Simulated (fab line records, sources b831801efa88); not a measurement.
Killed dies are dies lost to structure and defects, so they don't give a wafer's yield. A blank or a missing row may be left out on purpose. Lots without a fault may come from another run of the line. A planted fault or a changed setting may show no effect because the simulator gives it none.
fab line records | flow sky130
record lots=6 wafers=18 last_day=50
route steps=708 shown VIA4@645 METAL5@661
lots that met no fault: from a run of the same line without faults
start_h: hours from the record's first day to the start of the lot's first wafer shown | wait_h: hours since the lot's step before | " the same as in the row above | L1.1+2: a row that stands for several wafers | - no value, or no start given | * or withheld: withheld | < > ~ a bound
route shown NAME@n: a module of which the file shows steps, and the number in the route of the first | usual: mean/standard deviation of fault-free wafers | same: alike in all rows | chamber/n: place in a boat | sites: the reading at each site | _std_site: their standard deviation | _edge_site: outer sites' mean less inner sites' | radius_mm: how far each site lies from the wafer's centre | mask NAME#n: copy n | behind: the tool/chamber that last shaped the wafer | hold: why the lot was held/for how many hours/how that ended | device: the transistor (n, p or np) that didn't switch | end of line: the same wafers' tests at the end of the route | a step without rows: its recipe alone | killed: dies lost to structure and defects at the first sort, not the wafer's yield | map: a wafer's dies, x killed, . not, _ none there
set.NAME: the setting as run; set.NAME@STEP: as run at that earlier step | model.NAME: the simulator's own value behind a step, which no gauge read
lots at some steps of the route; a table a step, a row a wafer
services: from which hour (start_h, from the record's first day; less than 0 if before it) a tool's chamber was out of use, for how many hours, and why
## steps
# step SKY_VIA4_COAT_06
# recipe resist=NOVOLAK spin_rpm=3000 resist_thk_nm=1140
# step SKY_VIA4_SOFTBAKE_07
# recipe temp_c=90 time_s=57.67 resist=NOVOLAK
# step SKY_VIA4_EXPOSE_08
# recipe mask_id=VIM4 na=0.6 source_shape=conventional sigma_outer=0.6 polarization=unpolarized target_cd_nm=800 dose_mj=132
# step SKY_VIA4_PEB_09
# recipe temp_c=withheld time_s=* resist=NOVOLAK
# step SKY_VIA4_DEVELOP_10
# recipe resist=NOVOLAK developer=TMAH develop_time_s=60 dev_temp_c=23
# step SKY_VIA4_OVL_MEAS_11
# usual VIA4_OVL=-0.1/1.4
# columns lot.wafer tool chamber start_h wait_h VIA4_OVL[nm]
L891.1 overlay-01 - 1010.51 0.1 -1.3
L891.3 " - " " -0.6
L891.6 " - " " 1.0
L894.2 overlay-01 - 1031.89 0.1 0.4
L894.4 " - " " -2.0
L894.5 " - " " 1.0
L899.1 overlay-01 - 1083.29 0.1 0.2
L899.3 " - " " -0.7
L899.4 " - " " -1.9
L900.3 overlay-01 - 1084.52 0.1 1.6
L900.4 " - " " 2.3
L900.5 " - " " 1.8
L908.2 overlay-01 - 1125.07 0.1 0.6
L908.4 " - " " -0.2
L908.6 " - " " 0.3
L911.1 overlay-02 - 1139.28 0.1 0.9
L911.5 " - " " -1.0
L911.6 " - " " -0.3
# step SKY_VIA4_ETCH_12
# recipe target=SiO2 chemistry=C4F8/O2/Ar stop_on=TiN mask_material=NOVOLAK source_w=1500 bias_w=1200 pressure_mtorr=40 c4f8_flow_sccm=withheld O2_flow_sccm=6 Ar_flow_sccm=300 time_s=withheld target_depth_a=5800
# usual oes_product_au=0.926/0.0049
# columns lot.wafer tool chamber start_h wait_h oes_product_au
L891.1 rie_diel-01 1 1010.55 0.0 0.924
L891.3 " 2 " " 0.927
L891.6 " 2 " " 0.927
L894.2 rie_diel-03 2 1031.92 0.0 0.925
L894.4 " 1 " " 0.921
L894.5 " 1 " " 0.922
L899.1 rie_diel-02 0 1083.32 0.0 0.930
L899.3 " 1 " " 0.924
L899.4 " 2 " " 0.924
L900.3 rie_diel-02 3 1084.55 0.0 0.929
L900.4 " 2 " " 0.925
L900.5 " 3 " " 0.938
L908.2 rie_diel-03 1 1125.10 0.0 0.932
L908.4 " 0 " " 0.932
L908.6 " 0 " " 0.918
L911.1 rie_diel-01 3 1139.32 0.0 0.929
L911.5 " 1 " " 0.920
L911.6 " 0 " " 0.929
# step SKY_VIA4_STRIP_13
# recipe chemistry=O2/N2 power_w=1400 pressure_mtorr=1500 platen_temp_c=withheld o2_flow_sccm=3000 n2_flow_sccm=300 overash_fraction=0.5
# usual drypump_motor_current_A=5.7/0.46 oes_product_au=0.710/0.0045 strip_time_to_endpoint_s=12.805/0.025
# same overash_fraction=0.5
# columns lot.wafer tool chamber start_h wait_h drypump_motor_current_A oes_product_au rf_hours_counter_h strip_time_to_endpoint_s
L891.1 plasma_asher-04 1 1010.62 - 5.0 0.713 121 12.780
L891.3 " 1 " " 5.0 0.709 - 12.833
L891.6 " 0 " " 5.9 0.702 - 12.833
L894.2 plasma_asher-02 1 1031.99 - 5.4 0.709 56 12.829
L894.4 " 1 " " 5.4 0.704 - 12.791
L894.5 " 0 " " 6.3 0.711 - 12.771
L899.1 plasma_asher-04 0 1083.40 - 5.9 0.714 2 12.773
L899.3 " 1 " " 5.0 0.717 - 12.785
L899.4 " 0 " " 5.9 0.713 - 12.782
L900.3 plasma_asher-02 0 1084.65 - 6.4 0.705 - 12.785
L900.4 " 1 " " 5.4 0.711 - 12.775
L900.5 " 1 " " 5.4 0.717 - 12.822
L908.2 plasma_asher-03 0 1125.17 - 5.9 0.707 99 12.817
L908.4 " 1 " " 5.6 0.708 - 12.774
L908.6 " 1 " " 5.7 0.720 - 12.816
L911.1 plasma_asher-02 0 1139.39 - 6.3 0.708 66 12.806
L911.5 " 0 " " 6.3 0.706 - 12.833
L911.6 " 1 " " 5.4 0.712 - 12.812
# step SKY_VIA4_STRIP_14
# recipe chemistry=post_etch_residue_remover time_s=1200 temp_c=72.5
# step SKY_VIA4_CLEAN_15
# recipe chemistry=IPA time_s=180 temp_c=25
# step SKY_VIA4_CLEAN_16
# recipe chemistry=O3/DIW dry=n2_spin
# step SKY_VIA4_SPUTTER_17
# recipe material=TiN target_thk_nm=20 chamber_pressure_pa=5 power_w=4000 time_s=80
# usual throttle_valve_pct=29.8/0.96
# columns lot.wafer tool chamber start_h wait_h throttle_valve_pct
L891.1 pvd_sputter-03 - 1011.21 0.0 29.1
L891.3 " - " " 30.8
L891.6 " - " " 30.3
L894.2 pvd_sputter-04 - 1032.62 0.0 30.7
L894.4 " - " " 31.5
L894.5 " - " " 31.2
L899.1 pvd_sputter-04 - 1083.99 0.0 31.2
L899.3 " - " " 30.1
L899.4 " - " " 30.9
L900.3 pvd_sputter-04 - 1085.21 0.0 31.0
L900.4 " - " " 28.3
L900.5 " - " " 30.9
L908.2 pvd_sputter-03 - 1125.76 0.0 29.8
L908.4 " - " " 30.7
L908.6 " - " " 29.3
L911.1 pvd_sputter-04 - 1139.99 0.0 28.0
L911.5 " - " " 30.9
L911.6 " - " " 28.5
# step SKY_VIA4_CVD_18
# recipe material=W target_thk_nm=505 time_s=152.14 temp_c=400 pressure_torr=39.01
# usual heater_power_w=898/59
# columns lot.wafer tool chamber start_h wait_h heater_power_w model.W_of_VIA4_CVD_18.thk_nm
L891.1 cvd_w-01 1 1011.27 0.0 926 488.2
L891.3 " 1 " " 896 488.1
L891.6 " 1 " " 905 486.1
L894.2 cvd_w-01 1 1032.68 0.0 927 499.5
L894.4 " 1 " " 903 503.7
L894.5 " 0 " " 963 502.4
L899.1 cvd_w-01 0 1084.05 0.0 979 369.7
L899.3 " 0 " " 973 366.4
L899.4 " 1 " " 902 501.5
L900.3 cvd_w-01 1 1085.32 0.1 883 496.8
L900.4 " 0 " " 972 360.4
L900.5 " 0 " " 980 364.9
L908.2 cvd_w-02 0 1125.82 0.0 839 491.1
L908.4 " 1 " " 845 495
L908.6 " 1 " " 860 495.4
L911.1 cvd_w-02 0 1140.05 0.0 838 496.8
L911.5 " 0 " " 846 499.4
L911.6 " 1 " " 836 486.1
# step SKY_VIA4_RS_MEAS_19
# recipe thk_meas_gauge=four-point-probe reads=W_of_VIA4_CVD_18+TiN_of_VIA4_SPUTTER_17
# usual VIA4_W_RS=0.2298/0.0028
# columns lot.wafer tool chamber start_h wait_h VIA4_W_RS[ohm/sq]
L891.1 film_metro-04 - 1011.42 0.1 0.2345
L891.3 " - " " 0.2346
L891.6 " - " " 0.2350
L894.2 film_metro-03 - 1032.85 0.1 0.2284
L894.4 " - " " 0.2264
L894.5 " - " " 0.2278
L899.1 film_metro-01 - 1084.20 0.1 0.3098
L899.3 " - " " 0.3132
L899.4 " - " " 0.2279
L900.3 film_metro-04 - 1085.46 0.1 0.2303
L900.4 " - " " 0.3184
L900.5 " - " " 0.3144
L908.2 film_metro-04 - 1125.99 0.1 0.2327
L908.4 " - " " 0.2312
L908.6 " - " " 0.2310
L911.1 film_metro-04 - 1140.20 0.1 0.2304
L911.5 " - " " 0.2295
L911.6 " - " " 0.2357
# step SKY_VIA4_THK_MEAS_20
# recipe thk_meas_gauge=xrf reads=W_of_VIA4_CVD_18
# usual VIA4_W_THK=485/8.4
# columns lot.wafer tool chamber start_h wait_h VIA4_W_THK[nm]
L891.1 film_metro-04 - 1011.54 0.1 468
L891.3 " - " " 470
L891.6 " - " " 468
L894.2 film_metro-03 - 1032.96 0.1 493
L894.4 " - " " 502
L894.5 " - " " 498
L899.1 film_metro-01 - 1084.32 0.1 360
L899.3 " - " " 358
L899.4 " - " " 487
L900.3 film_metro-04 - 1085.56 0.1 481
L900.4 " - " " 349
L900.5 " - " " 354
L908.2 film_metro-04 - 1126.10 0.1 476
L908.4 " - " " 481
L908.6 " - " " 481
L911.1 film_metro-04 - 1140.32 0.1 480
L911.5 " - " " 483
L911.6 " - " " 467
# step SKY_VIA4_CMP_21
# recipe stop_on=SiO2 t_overpolish_s=25 down_force_psi=3.5 platen_rpm=60 target_thk_nm=0 pad_velocity_m_s=0.94248
# usual motor_current_A=11.0/1 slurry_filter_dp_kPa=13.51/0.13 slurry_flow_ml_min=150.0/0.42 time_to_endpoint_s=119/3.5
# columns lot.wafer tool chamber start_h wait_h motor_current_A slurry_filter_dp_kPa slurry_flow_ml_min time_to_endpoint_s
L891.3 cmp-01 3 1011.86 0.3 10.1 13.48 150.0 120
L891.1 " 0 " " 9.8 13.63 150.9 118
L891.6 " 2 " " 12.5 13.37 149.7 119
L894.4 cmp-01 1 1033.01 0.0 10.5 13.56 149.5 114
L894.2 " 3 " " 9.9 13.60 150.6 117
L894.5 " 2 " " 13.2 13.69 150.0 121
L899.4 cmp-02 2 1084.43 0.1 13.0 13.49 150.8 122
L899.1 " 3 " " 11.3 13.47 150.0 94
L899.3 " 0 " " 10.6 13.51 150.5 91
L900.4 cmp-02 3 1085.70 0.1 11.9 13.59 150.1 92
L900.3 " 0 " " 10.7 13.44 149.8 119
L900.5 " 1 " " 10.4 13.53 150.2 87
L908.4 cmp-01 3 1126.15 0.0 9.5 13.52 149.8 116
L908.2 " 0 " " 9.9 13.65 150.1 115
L908.6 " 0 " " 10.6 13.54 149.5 117
L911.1 cmp-01 2 1140.43 0.1 12.2 13.42 149.5 123
L911.5 " 1 " " 10.9 13.23 150.0 119
L911.6 " 2 " " 12.1 13.41 150.0 124
# step SKY_METAL5_SPUTTER_00
# recipe material=Ti target_thk_nm=15 power_w=3000 time_s=10 chamber_pressure_pa=0.4
# usual throttle_valve_pct=29.7/0.56
# columns lot.wafer tool chamber start_h wait_h throttle_valve_pct
L891.1 pvd_sputter-01 - 1012.11 0.1 29.4
L891.3 " - " " 29.5
L891.6 " - " " 30.2
L894.2 pvd_sputter-01 - 1033.31 0.1 29.1
L894.4 " - " " 29.1
L894.5 " - " " 29.6
L899.1 pvd_sputter-03 - 1084.68 0.1 29.0
L899.3 " - " " 30.0
L899.4 " - " " 30.7
L900.3 pvd_sputter-02 - 1085.90 0.1 29.8
L900.4 " - " " 28.9
L900.5 " - " " 29.2
L908.2 pvd_sputter-03 - 1126.45 0.2 29.5
L908.4 " - " " 29.2
L908.6 " - " " 29.3
L911.1 pvd_sputter-03 - 1140.68 0.2 29.4
L911.5 " - " " 29.7
L911.6 " - " " 30.7
## services
# columns tool chamber start_h hours kind
rie_diel-01 0 991.57 5.4 repair
cmp-01 - 996.51 3.8 pm
cmp-02 - 1000.46 11.7 pm
cmp-01 - 1003.36 1.4 repair
plasma_asher-02 - 1009.30 3.3 repair
cmp-02 - 1015.09 0.9 repair
rie_diel-03 0 1016.69 7.1 repair
cmp-02 - 1031.70 5.6 repair
plasma_asher-03 - 1048.70 0.7 repair
cvd_w-02 - 1050.50 0.7 repair
plasma_asher-03 - 1052.56 2.0 repair
plasma_asher-04 - 1055.25 9.0 pm
cvd_w-01 - 1069.49 1.6 repair
cmp-02 - 1075.72 1.4 repair
cmp-02 - 1085.90 4.0 pm
pvd_sputter-03 - 1097.06 10.1 repair
cvd_w-02 0 1098.25 2.4 repair
plasma_asher-02 - 1102.52 1.6 repair
cmp-02 - 1105.04 2.3 repair
plasma_asher-04 - 1110.06 2.8 pm
pvd_sputter-02 - 1124.57 3.7 repair
cvd_w-01 0 1128.97 4.4 repair
plasma_asher-03 - 1129.10 1.5 repair
rie_diel-01 2 1140.55 10.1 repair
## key
first_sign step=SKY_VIA4_RS_MEAS_19 reading=VIA4_W_RS direction=up sigmas=30 usual=0.2298 struck=0.3140
effect step=SKY_VIA4_THK_MEAS_20 reading=VIA4_W_THK direction=down sigmas=15 usual=485 struck=355
effect step=SKY_VIA4_CMP_21 reading=time_to_endpoint_s direction=down sigmas=8.1 usual=* struck=*
model_effect step=SKY_VIA4_CVD_18 value=W_of_VIA4_CVD_18.thk_nm without=504.5 struck=365.4
met_at SKY_VIA4_CVD_18
struck_wafers L899.1,L899.3,L900.4,L900.5
onset_between 1032.68 1084.05
fault kind=process_parameter_drift tool=cvd_w-01 chamber=0 onset_h=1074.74 steps=SKY_VIA4_CVD_18 channel=target_thk_nm offset=-140.89 shape=step end_h=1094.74 acts_in=these_recipes_only stated=505
